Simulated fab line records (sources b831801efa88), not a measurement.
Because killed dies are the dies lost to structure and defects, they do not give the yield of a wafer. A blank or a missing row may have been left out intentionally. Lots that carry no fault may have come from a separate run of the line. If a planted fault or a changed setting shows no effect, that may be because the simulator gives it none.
Tool commonality check	flow sky130	13 lots, 39 wafers sampled

REASON FOR OPENING
2 of 13 lots carry a flag on the reading SONOS_ONO_OXIDATION_THK at SKY_SONOS_ONO_THK_MEAS_01. Fault-free wafers read 2.59 nm, with a standard deviation of 0.059.
Rule: flag the lot when none of its wafers has a number, or when each of its wafers that has one lies beyond 4 standard deviations from that mean. The other lots count as sound.

lot	measured	on	SONOS_ONO_OXIDATION_THK (nm), wafer by wafer	flag
L397	day 11 09:58	film_metro-03	2.59 2.58 2.61	
L398	day 11 21:02	film_metro-04	2.56 2.46 2.54	
L406	day 14 10:59	film_metro-03	2.21 2.17 2.18	FLAGGED
L407	day 14 18:45	film_metro-03	2.07 2.09 2.06	FLAGGED
L411	day 16 01:49	film_metro-02	2.62 2.60 2.66	
L412	day 16 08:31	film_metro-03	2.61 2.62 2.52	
L413	day 16 11:35	film_metro-04	2.57 2.58 2.56	
L414	day 17 05:34	film_metro-04	2.62 2.66 2.62	
L415	day 18 05:05	film_metro-02	2.65 2.68 2.60	
L416	day 18 08:12	film_metro-03	2.54 2.61 2.58	
L417	day 18 10:18	film_metro-04	2.66 2.64 2.65	
L418	day 18 16:16	film_metro-03	2.59 2.60 2.60	
L419	day 18 23:21	film_metro-03	2.56 2.49 2.46	
Average over the flagged lots: 2.13 nm; offset from the usual -0.46 nm, equal to -8 standard deviations.

WHICH TOOL RAN EACH LOT
The record holds 2 process steps before the reading, out of a route of 708 steps. In each cell: the tool, then ch and the chambers that the sampled wafers went through, then the start.
lot	flag	SKY_NWELL_RTA_28	SKY_SONOS_ONO_OXIDATION_00
L397		rtp_anneal-01 ch 0, day 5 06:31	furnace-02 ch 0, day 11 08:36
L398		rtp_anneal-02 ch 0, day 5 14:42	furnace-01 ch 0, day 11 19:41
L406	FLAGGED	rtp_anneal-01 ch 0, day 7 12:52	furnace-01 ch 0, day 14 09:38
L407	FLAGGED	rtp_anneal-01 ch 0, day 7 18:57	furnace-01 ch 0, day 14 17:23
L411		rtp_anneal-01 ch 0, day 8 18:46	furnace-02 ch 0, day 16 00:28
L412		rtp_anneal-02 ch 0, day 9 01:00	furnace-02 ch 0, day 16 07:10
L413		rtp_anneal-01 ch 0, day 9 05:43	furnace-02 ch 0, day 16 10:15
L414		rtp_anneal-01 ch 0, day 9 17:07	furnace-02 ch 0, day 17 04:13
L415		rtp_anneal-02 ch 0, day 10 10:44	furnace-02 ch 0, day 18 03:43
L416		rtp_anneal-02 ch 0, day 10 15:07	furnace-02 ch 0, day 18 06:51
L417		rtp_anneal-01 ch 0, day 10 15:38	furnace-01 ch 0, day 18 08:56
L418		rtp_anneal-02 ch 0, day 10 18:45	furnace-01 ch 0, day 18 14:56
L419		rtp_anneal-01 ch 0, day 11 02:07	furnace-02 ch 0, day 18 21:59
What the steps here do:
- SKY_NWELL_RTA_28: time 30 s.
- SKY_SONOS_ONO_OXIDATION_00: stabilise 600 s, purge 300 s, target thk 2.6 nm.
- SKY_SONOS_ONO_THK_MEAS_01

FLAGGED AGAINST TOTAL, ONE TOOL AT A TIME (gauges that did the reading follow at the end)
step	tool	lots run	flagged	share of the flagged lots	sound lots run after its first flagged lot
SKY_NWELL_RTA_28	rtp_anneal-01	8	2	all	5 (L411,L413,L414,L417,L419)
SKY_NWELL_RTA_28	rtp_anneal-02	5	0	none	-
SKY_SONOS_ONO_OXIDATION_00	furnace-01	5	2	all	2 (L417,L418)
SKY_SONOS_ONO_OXIDATION_00	furnace-02	8	0	none	-
SKY_SONOS_ONO_THK_MEAS_01	film_metro-02	2	0	none	-
SKY_SONOS_ONO_THK_MEAS_01	film_metro-03	7	2	all	4 (L412,L416,L418,L419)
SKY_SONOS_ONO_THK_MEAS_01	film_metro-04	4	0	none	-

THE TABLE: WHAT IT ALLOWS
Rows of the table that ran every flagged lot, 3 in all: rtp_anneal-01 at SKY_NWELL_RTA_28, furnace-01 at SKY_SONOS_ONO_OXIDATION_00, film_metro-03 at SKY_SONOS_ONO_THK_MEAS_01.
- rtp_anneal-01 at SKY_NWELL_RTA_28: 2 of its 8 lots flagged. Lots that were sound ran on it after the first flagged one (L411, L413, L414, L417, L419); a persistent fault on the entire tool would not allow that.
- furnace-01 at SKY_SONOS_ONO_OXIDATION_00: 2 of its 5 lots flagged. Lots that were sound ran on it after the first flagged one (L417, L418); a persistent fault on the entire tool would not allow that.
- film_metro-03 at SKY_SONOS_ONO_THK_MEAS_01: 2 of its 7 lots flagged. Lots that were sound ran on it after the first flagged one (L412, L416, L418, L419); a persistent fault on the entire tool would not allow that.
None of the table's rows ran every flagged lot and, after the first, no sound lot.

WHAT THE SIMULATOR HAD PUT IN
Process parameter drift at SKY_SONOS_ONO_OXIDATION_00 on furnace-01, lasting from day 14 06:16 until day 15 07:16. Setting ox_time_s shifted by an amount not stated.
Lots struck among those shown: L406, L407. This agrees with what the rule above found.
